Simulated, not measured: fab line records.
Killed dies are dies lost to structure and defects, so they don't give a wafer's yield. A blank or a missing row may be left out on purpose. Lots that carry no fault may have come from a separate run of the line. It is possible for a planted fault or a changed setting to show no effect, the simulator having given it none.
A struck lot beside a sound one    flow sky130    14 steps out of a route of 708
Sound: these wafers, L555.2, L555.4, L555.5. Wafers struck: L548.2, L548.3, L548.4. At the end, the cause is stated.
At each step with rows: each side's tool, then ch and its chambers, then its first start. Under that, the readings that differ: sound wafers    struck wafers    difference of the means    sigmas: that difference in standard deviations of wafers without a fault.
alike: readings whose means differ by less than 2 such deviations, and words and numbers that are the same on both sides. not compared: withheld readings, readings that some wafer has no value for, bounds like >300 that may hide the same value, and numbers for which the record gives no deviation and whose values overlap.
Wherever a step has rows on one side only, a row that says differs or no value, or a row with sigmas, the two part there. When numbers do not overlap yet have no deviation, they are printed without sigmas and do not part them. Lack of a reading on every wafer of one side parts them only where that side has two or more wafers.

SKY_CAP2M_OVL_MEAS_12:
  sound: overlay-02 at day 45 21:13; struck: overlay-01 at day 44 05:29
  alike: CAP2M_OVL
SKY_CAP2M_METAL_ETCH_13: etches TiN in Cl2/BCl3, stops on SiO2, target depth 220 nm, time 62.9 s.
  sound on rie-metal-04 ch 0, day 45 21:15; struck on rie-metal-03 ch 0,1, day 44 05:31
reading                sound              struck             difference  sigmas
oes-product-au (a.u.)  0.947 0.948 0.956  0.933 0.930 0.943  -0.015      -2
  alike: drypump-motor-current-A, throttle-valve-pct
  not compared: rf-hours-counter-h
SKY_CAP2M_STRIP_14: strips in O2/N2.
  sound on plasma-asher-01 ch 0,1, day 45 21:20; struck on plasma-asher-03 ch 0,1, day 44 05:35
  alike: drypump-motor-current-A, oes-product-au, strip-time-to-endpoint-s
  not compared: rf-hours-counter-h
then, 9 steps without rows for these wafers: SKY_CAP2M_STRIP_15 (strips in post etch residue remover, time 1200 s); SKY_CAP2M_CLEAN_16 (cleans in IPA, time 180 s); SKY_CAP2M_CLEAN_17 (cleans in O3/DIW); SKY_METAL4_DEHYDRATE_05 (time 60 s); SKY_METAL4_HMDS_06 (prime time 60 s); SKY_METAL4_COAT_07 (resist thk 60 nm); SKY_METAL4_COAT_08 (resist thk 1140 nm); SKY_METAL4_SOFTBAKE_09 (time 90 s); SKY_METAL4_EXPOSE_10 (exposes mask MM4, target cd 300 nm).
SKY_METAL4_PEB_11:
  sound on litho-track-02 ch 0, day 46 18:00; struck on litho-track-03, day 45 03:00
reading          sound           struck  difference                     sigmas
exhaust-pa (Pa)  44.9 42.9 43.7  - - -   no value on the struck wafers  
  not compared: chill-plate-temp-C
then, 1 step without rows for these wafers: SKY_METAL4_DEVELOP_12 (develop time 60 s).

## WHERE THEY PART
Earliest at SKY_CAP2M_METAL_ETCH_13; latest, in this record, at SKY_METAL4_PEB_11.

WHY: whatever the simulator had introduced
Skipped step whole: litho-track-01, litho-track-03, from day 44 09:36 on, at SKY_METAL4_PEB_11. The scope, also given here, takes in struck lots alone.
